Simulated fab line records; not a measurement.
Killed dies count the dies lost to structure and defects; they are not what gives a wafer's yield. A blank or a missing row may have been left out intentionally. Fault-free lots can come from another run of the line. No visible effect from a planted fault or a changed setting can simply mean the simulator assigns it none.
A lot that was struck, set against a sound lot ; flow gf180mcu ; 15 out of 602 route steps
Sound: these wafers, L226.2, L226.4, L226.5. Struck: wafers L235.5, L235.6. (L235.3 of the same lot was not struck and is left out.) The cause comes at the end.
Order at every step that has rows: each side's tool, ch and its chambers, its first start. Under that, the readings that differ: sound wafers ; struck wafers ; difference of the means ; sigmas: that difference in standard deviations of wafers without a fault.
alike: readings with means less than 2 such deviations apart, plus words and numbers identical on both sides. not compared: withheld readings, readings lacking a value on some wafer, bounds such as >300 that could conceal the same value, and numbers that have no deviation in the record and whose values overlap.
Wherever a step has rows on one side only, a row that says differs or no value, or a row with sigmas, the two part there. Numbers that don't overlap but have no deviation are shown without sigmas and don't part them. Lack of a reading on every wafer of one side parts them only where that side has two or more wafers.

first, 6 steps without rows for these wafers: GF_TOP_METAL_HMDS_08 (prime time 60 s); GF_TOP_METAL_COAT_09 (resist thk 1500 nm); GF_TOP_METAL_SOFTBAKE_10 (time 60 s); GF_TOP_METAL_EXPOSE_11 (exposes mask MetalTop, target cd 440 nm); GF_TOP_METAL_PEB_12; GF_TOP_METAL_DEVELOP_13 (develop time 60 s).
GF_TOP_METAL_CD_MEAS_14 targets a cd of 440 nm.
  sound: cd_sem-01 at day 30 12:30; struck: cd_sem-01 at day 32 22:31
  alike: cd_nm
GF_TOP_METAL_OVL_MEAS_15:
  sound: overlay-01 at day 30 12:37; struck: overlay-01 at day 32 22:37
reading;sound;struck;difference;sigmas
TOP_METAL_OVL (nm);0.9 -1.2 -2.1;1.8 2.7;+3.0;+2
GF_TOP_METAL_METAL_ETCH_16: etches the open film in Cl2/BCl3, stops on SiO2, target depth 1197 nm, time 199.5 s.
  sound on rie_metal-02 ch 0,1, day 30 12:38; struck on rie_metal-01 ch 0,1, day 32 22:42
  alike: drypump_motor_current_A, oes_product_au, throttle_valve_pct
  not compared: rf_hours_counter_h
GF_TOP_METAL_STRIP_17: strips in O2/N2.
  sound on plasma_asher-02 ch 0,1, day 30 12:50; struck on plasma_asher-01 ch 0,1, day 32 22:52
reading;sound;struck;difference;sigmas
drypump_motor_current_A (A);6.0 6.1 6.2;5.2 5.0;-1.0;-2
strip_time_to_endpoint_s (s);12.84 12.84 12.83;13.02 13.10;+0.22;+2
  alike: heater_power_w, oes_product_au
  not compared: rf_hours_counter_h
then, 2 steps without rows for these wafers: GF_TOP_METAL_STRIP_18 (strips in post etch residue remover, time 1200 s); GF_TOP_METAL_CLEAN_19 (cleans in DIW).
GF_PASSIVATION_CVD_00: deposits SiO2 from TEOS, target thk 1000 nm, time 111.95 s.
  sound on pecvd-04 ch 0,1, day 30 13:22; struck on pecvd-04 ch 0,2, day 32 23:22
reading;sound;struck;difference;sigmas
run_length_s (s);139.9 139.2 139.5;137.8 135.9;-2.7;-4
model.SiO2_of_PASSIVATION_CVD_00.thk_nm (nm);1002 1012 1016;1000 983.3;-18;
  alike: heater_power_w
GF_PASSIVATION_THK_MEAS_01:
  sound: film_metro-01 at day 30 13:27; struck: film_metro-02 at day 32 23:28
  alike: PASSIVATION_CVD_00_THK
GF_PASSIVATION_PROBE_99:
  only the struck wafers here have rows in the record (prober-02, day 33 16:58); the sound ones have none

## WHERE THEY PART
Last at GF_PASSIVATION_PROBE_99 as far as this record goes, first at GF_TOP_METAL_OVL_MEAS_15.

WHY: whatever the simulator had introduced
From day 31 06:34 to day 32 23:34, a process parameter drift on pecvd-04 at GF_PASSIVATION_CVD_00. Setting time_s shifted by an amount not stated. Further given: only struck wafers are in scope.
